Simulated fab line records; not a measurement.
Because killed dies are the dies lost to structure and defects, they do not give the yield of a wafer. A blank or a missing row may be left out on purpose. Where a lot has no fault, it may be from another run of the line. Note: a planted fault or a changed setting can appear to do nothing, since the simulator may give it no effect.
A lot that was struck, set against a sound lot || flow gf180mcu || 44 out of 602 route steps
Sound: wafers L522.1, L522.5, L522.6. Wafers L525.3, L525.4, L525.5 were the ones struck. The cause is named last.
Per side, at each step with rows, come the tool, then ch with its chambers, and then its first start. Under that, the readings that differ: sound wafers || struck wafers || difference of the means || sigmas: that difference in standard deviations of wafers without a fault.
alike: words and numbers the same on both sides, and readings whose means are apart by under 2 such deviations; not compared: readings that were withheld, readings missing a value for some wafer, numbers with overlapping values and no deviation given by the record, and bounds like >300 which may hide the same value.
A row with sigmas, a row that says differs or no value, or rows on one side alone: a step with any of these is where the two part. Numbers that don't overlap but have no deviation are shown without sigmas and don't part them. A reading that every wafer of one side lacks parts them only if that side has two wafers or more.

first, 3 steps without rows for these wafers: GF_HV_LDD_EXPOSE_04 (exposes mask Nplus LV AREA, target cd 400 nm); GF_HV_LDD_PEB_05; GF_HV_LDD_DEVELOP_06 (develop time 60 s).
GF_HV_LDD_CD_MEAS_07 targets a cd of 400 nm.
  struck on cd-sem-01, day 12 17:47; sound on cd-sem-02, day 11 19:56
  alike: cd-nm
GF_HV_LDD_OVL_MEAS_08:
  struck on overlay-02, day 12 17:53; sound on overlay-01, day 11 20:04
  alike: HV_LDD_OVL
after that, 1 step had no rows for these wafers: GF_HV_LDD_IMPLANT_09.
GF_HV_LDD_STRIP_10: strips in O2/N2.
  sound on plasma-asher-03 ch 0,1, day 11 20:14; struck on plasma-asher-01 ch 0,1, day 12 18:05
  alike: drypump-motor-current-A, heater-power-w, oes-product-au, strip-time-to-endpoint-s
  not compared: rf-hours-counter-h
GF_HV_LDD_TW_MEAS_11:
  struck on film-metro-02, day 12 18:11; sound on film-metro-04, day 11 20:20
  alike: HV_LDD_TW
then, 4 steps without rows for these wafers: GF_HV_LDD_DEHYDRATE_12 (time 60 s); GF_HV_LDD_HMDS_13 (prime time 60 s); GF_HV_LDD_COAT_14 (resist thk 1000 nm); GF_HV_LDD_SOFTBAKE_15 (time 60 s).
GF_HV_LDD_EXPOSE_16: exposes mask Pplus LV AREA, target cd 400 nm.
  sound on iline-stepper-01 ch 0, day 12 06:11; struck on iline-stepper-02 ch 0, day 13 04:08
{"reading": "mask", "sound": "Pplus_LV_AREA#0 Pplus_LV_AREA#0 Pplus_LV_AREA#0", "struck": "Pplus_HV_AREA#0 Pplus_HV_AREA#0 Pplus_HV_AREA#0", "difference": "differs", "sigmas": ""}
  alike: reticle-temp-C
then, 2 steps without rows for these wafers: GF_HV_LDD_PEB_17; GF_HV_LDD_DEVELOP_18 (develop time 60 s).
GF_HV_LDD_CD_MEAS_19 targets a cd of 400 nm.
  struck on cd-sem-01, day 13 13:50; sound on cd-sem-01, day 12 16:06
{"reading": "cd-nm (nm)", "sound": "397.0 398.2 400.4", "struck": "- - -", "difference": "no value on the struck wafers", "sigmas": ""}
GF_HV_LDD_OVL_MEAS_20:
  struck on overlay-02, day 13 13:56; sound on overlay-02, day 12 16:13
{"reading": "HV_LDD_01_OVL (nm)", "sound": "-0.1 -1.5 0.3", "struck": "- - -", "difference": "no value on the struck wafers", "sigmas": ""}
after that, 1 step had no rows for these wafers: GF_HV_LDD_IMPLANT_21.
GF_HV_LDD_STRIP_22: strips in O2/N2.
  sound on plasma-asher-03 ch 0,1, day 12 16:25; struck on plasma-asher-01 ch 0,1, day 13 14:08
  alike: drypump-motor-current-A, heater-power-w, oes-product-au, strip-time-to-endpoint-s
  not compared: rf-hours-counter-h
GF_HV_LDD_TW_MEAS_23:
  struck on film-metro-02, day 13 14:14; sound on film-metro-02, day 12 16:31
{"reading": "HV_LDD_2_TW", "sound": "1054 1064 1059", "struck": "30 30 30", "difference": -1029, "sigmas": "-99 or more"}
then, 7 steps without rows for these wafers: GF_HV_LDD_DEHYDRATE_24 (time 60 s); GF_HV_LDD_HMDS_25 (prime time 60 s); GF_HV_LDD_COAT_26 (resist thk 1000 nm); GF_HV_LDD_SOFTBAKE_27 (time 60 s); GF_HV_LDD_EXPOSE_28 (exposes mask Nplus HV AREA, target cd 400 nm); GF_HV_LDD_PEB_29; GF_HV_LDD_DEVELOP_30 (develop time 60 s).
GF_HV_LDD_CD_MEAS_31 targets a cd of 400 nm.
  struck on cd-sem-01, day 14 09:51; sound on cd-sem-01, day 13 11:56
  alike: cd-nm
GF_HV_LDD_OVL_MEAS_32:
  struck on overlay-01, day 14 09:56; sound on overlay-01, day 13 12:04
  alike: HV_LDD_02_OVL
then, 4 steps without rows for these wafers: GF_HV_LDD_IMPLANT_33; GF_HV_LDD_IMPLANT_34; GF_HV_LDD_IMPLANT_35; GF_HV_LDD_IMPLANT_36.
GF_HV_LDD_STRIP_37: strips in O2/N2.
  sound on plasma-asher-03 ch 0,1, day 13 12:41; struck on plasma-asher-03 ch 0,1, day 14 10:36
  alike: drypump-motor-current-A, heater-power-w, oes-product-au, strip-time-to-endpoint-s
  not compared: rf-hours-counter-h
GF_HV_LDD_TW_MEAS_38:
  struck on film-metro-04, day 14 10:41; sound on film-metro-02, day 13 12:47
  alike: HV_LDD_3_TW
then, 7 steps without rows for these wafers: GF_HV_LDD_DEHYDRATE_39 (time 60 s); GF_HV_LDD_HMDS_40 (prime time 60 s); GF_HV_LDD_COAT_41 (resist thk 1000 nm); GF_HV_LDD_SOFTBAKE_42 (time 60 s); GF_HV_LDD_EXPOSE_43 (exposes mask Pplus HV AREA, target cd 400 nm); GF_HV_LDD_PEB_44; GF_HV_LDD_DEVELOP_45 (develop time 60 s).
GF_HV_LDD_TW_MEAS_50:
  struck on film-metro-02, day 15 08:05; sound on film-metro-04, day 14 09:33
{"reading": "HV_LDD_4_TW", "sound": "575 574 574", "struck": "1114 1112 1111", "difference": "+538", "sigmas": "+99 or more"}
GF_PASSIVATION_PROBE_99:
  the record has rows for the sound wafers here (prober-01, day 30 23:33) and none for the struck ones

WHERE THEY PART
First at GF_HV_LDD_EXPOSE_16; last, within this record, at GF_PASSIVATION_PROBE_99.

WHY: the cause the simulator had injected
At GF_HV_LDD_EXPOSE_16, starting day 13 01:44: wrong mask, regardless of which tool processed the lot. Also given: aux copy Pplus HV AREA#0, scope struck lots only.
